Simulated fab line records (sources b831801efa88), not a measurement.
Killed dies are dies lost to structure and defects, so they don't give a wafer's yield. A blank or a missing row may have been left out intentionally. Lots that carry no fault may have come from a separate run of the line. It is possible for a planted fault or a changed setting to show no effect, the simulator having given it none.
One fault through the eyes of 2 desks + flow gf180mcu + numbers are kept per desk, each desk with only its own; the story behind them comes last

== METROLOGY DESK ==
What the gauges read, lot by lot, whatever tool the lot ran on: means of the sampled wafers that have a number. Any lot whose mean is over 4 standard deviations away from the usual mean is out of limits and marked OUT; that distance is given in the brackets.
Columns: A = cdNm at GF_PSD_CD_MEAS_07, usual 399.9 nm; B = cdNm at GF_SAB_CD_MEAS_09, usual 420.1 nm
| lot  | first seen here | A     | B                |
|------|-----------------|-------|------------------|
| L796 | day 14 16:08    | 398.8 | 421.0            |
| L797 | day 14 23:25    | 401.8 | 422.2            |
| L798 | day 15 10:25    | 402.2 | 421.1            |
| L799 | day 15 16:44    | 397.7 | 424.8            |
| L801 | day 16 07:13    | 402.4 | 420.2            |
| L802 | day 16 21:58    | 399.7 | 418.5            |
| L803 | day 17 02:05    | 402.5 | 423.0            |
| L805 | day 17 18:38    | 402.5 | 418.6            |
| L806 | day 18 06:21    | 396.5 | 420.7            |
| L807 | day 18 14:46    | 395.7 | 423.5            |
| L809 | day 19 08:40    | 397.3 | 419.8            |
| L815 | day 21 07:40    | 401.0 | 419.5            |
| L816 | day 21 15:32    | 399.8 | 413.7            |
| L817 | day 22 02:59    | 402.2 | 410.0 (-4.0) OUT |
This desk's finding: out of limits on L817; first on L817, day 23 03:06 (cdNm at GF_SAB_CD_MEAS_09). In limits: L796, L797, L798, L799, L801, L802, L803, L805, L806, L807, L809, L815, L816.

== FOR THE TOOL OWNER'S DESK: lithoTrack-01 ==
The tool's own readings at GF_SAB_DEVELOP_08 (develop time 60 s): means of the sampled wafers that have a number, for each lot that ran on this tool. Any lot whose mean is over 4 standard deviations away from the usual mean is out of limits and marked OUT; that distance is given in the brackets.
Columns: A = developerTempC at GF_SAB_DEVELOP_08, usual 23.00 C
| lot  | first seen here | A               |
|------|-----------------|-----------------|
| L798 | day 16 07:23    | 23.09           |
| L799 | day 16 15:52    | 23.02           |
| L802 | day 17 21:50    | 22.91           |
| L805 | day 18 18:35    | 23.12           |
| L806 | day 19 06:50    | 23.10           |
| L816 | day 22 14:35    | 20.70 (-21) OUT |
| L817 | day 23 02:58    | 20.60 (-22) OUT |
This desk's finding: out of limits on L816, L817; first on L816, day 22 14:35 (developerTempC at GF_SAB_DEVELOP_08). In limits: L798, L799, L802, L805, L806.

== ALL TOGETHER ==
The tool owner's desk could have raised an alarm at day 22 14:35, on L816, L817.
The metrology desk could have raised an alarm at day 23 03:06, on L817.
The metrology desk holds a record of L816, inside its limits.
All the named lots went through GF_SAB_DEVELOP_08 on lithoTrack-01.

== WHAT HAD BEEN PUT IN BY THE SIMULATOR ==
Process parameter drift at GF_SAB_DEVELOP_08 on lithoTrack-01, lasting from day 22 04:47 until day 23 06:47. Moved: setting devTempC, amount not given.
Shown lots that were struck: L816, L817.
Time in hours from fault onset to the first out-of-limits reading at each desk: tool owner's desk 10, metrology desk 22.
